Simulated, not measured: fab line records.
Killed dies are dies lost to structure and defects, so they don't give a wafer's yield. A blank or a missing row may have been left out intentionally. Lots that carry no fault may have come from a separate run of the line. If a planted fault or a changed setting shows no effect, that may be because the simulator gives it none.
One fault through the eyes of 2 desks :: flow sky130 :: each desk has only its own numbers; what lay behind them comes last

## METROLOGY DESK
Means of the sampled wafers that have a number, per lot and without regard to the tool the lot ran on: this is what the gauges read. A lot is out of limits, marked OUT, if its mean lies more than 4 standard deviations from the usual mean; the brackets give that distance.
Columns: A = PASSIVATION_CVD_00_THK at SKY_PASSIVATION_THK_MEAS_01, usual 90.3 nm
lot: L102
first seen here: day 44 11:51
A: 90.5

lot: L103
first seen here: day 44 17:36
A: 89.2

lot: L104
first seen here: day 44 22:50
A: 89.7

lot: L105
first seen here: day 45 10:34
A: 90.1

lot: L108
first seen here: day 45 20:43
A: 91.3

lot: L111
first seen here: day 46 23:07
A: 90.8

lot: L115
first seen here: day 47 23:45
A: 90.4

lot: L117
first seen here: day 48 08:58
A: 89.5

lot: L118
first seen here: day 48 10:14
A: 91.2

lot: L121
first seen here: day 49 05:51
A: 90.3

lot: L123
first seen here: day 49 13:32
A: 91.0
This desk found nothing out of limits on any of the 11 lots.

## THE TOOL OWNER'S DESK: furnace-02
The tool's own readings at SKY_PAD_OPEN_ANNEAL_12, given as means over the sampled wafers that have a number, one for each lot that went through this tool. A lot is out of limits, marked OUT, if its mean lies more than 4 standard deviations from the usual mean; the brackets give that distance.
Columns: A = spike_tc_centre_C at SKY_PAD_OPEN_ANNEAL_12, usual 401.9 C; B = spike_tc_lower_C at SKY_PAD_OPEN_ANNEAL_12, usual 400.5 C; C = spike_tc_upper_C at SKY_PAD_OPEN_ANNEAL_12, usual 398.8 C; D = tube_center_temp_C at SKY_PAD_OPEN_ANNEAL_12, usual 400 C; E = tube_center_temp_C_max at SKY_PAD_OPEN_ANNEAL_12, usual 401.03
lot: L103
first seen here: day 46 12:38
A: 402.6
B: 399.6
C: 397.3
D: 400
E: 400.98

lot: L105
first seen here: day 47 06:32
A: 402.8
B: 400.3
C: 396.5
D: 400
E: 400.92

lot: L108
first seen here: day 47 14:47
A: 402.9
B: 401.3
C: 398.1
D: 400
E: 401.01

lot: L111
first seen here: day 48 14:53
A: 403.1
B: 400.2
C: 397.0
D: 400
E: 401.13

lot: L115
first seen here: day 49 13:50
A: 401.9
B: 400.4
C: 398.1
D: 400
E: 400.97

lot: L117
first seen here: day 49 22:38
A: 397.5
B: 395.4 (-5.1) OUT
C: 393.6
D: 395 (-99 or more) OUT
E: 396.03 (-31) OUT

lot: L118
first seen here: day 50 00:08
A: 397.2
B: 395.1 (-5.4) OUT
C: 391.9 (-4.1) OUT
D: 395 (-99 or more) OUT
E: 396.08 (-31) OUT
This desk finds L117, L118 out of limits, L117 being first, at day 49 22:38 (spike_tc_lower_C at SKY_PAD_OPEN_ANNEAL_12). In limits: L103, L105, L108, L111, L115.

## BROUGHT TOGETHER
An alarm could have come from the tool owner's desk at day 49 22:38, on L117, L118.
Metrology desk: nothing out of limits seen.
The metrology desk has L117, L118 on record, within its limits.
On furnace-02, each named lot ran SKY_PAD_OPEN_ANNEAL_12.

## WHAT WAS PUT IN BY THE SIMULATOR
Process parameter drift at SKY_PAD_OPEN_ANNEAL_12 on furnace-02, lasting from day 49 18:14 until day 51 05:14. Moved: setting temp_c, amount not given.
Lots struck among those shown: L117, L118.
Hours from the fault's start to each desk's first reading out of limits: the tool owner's desk, 4.
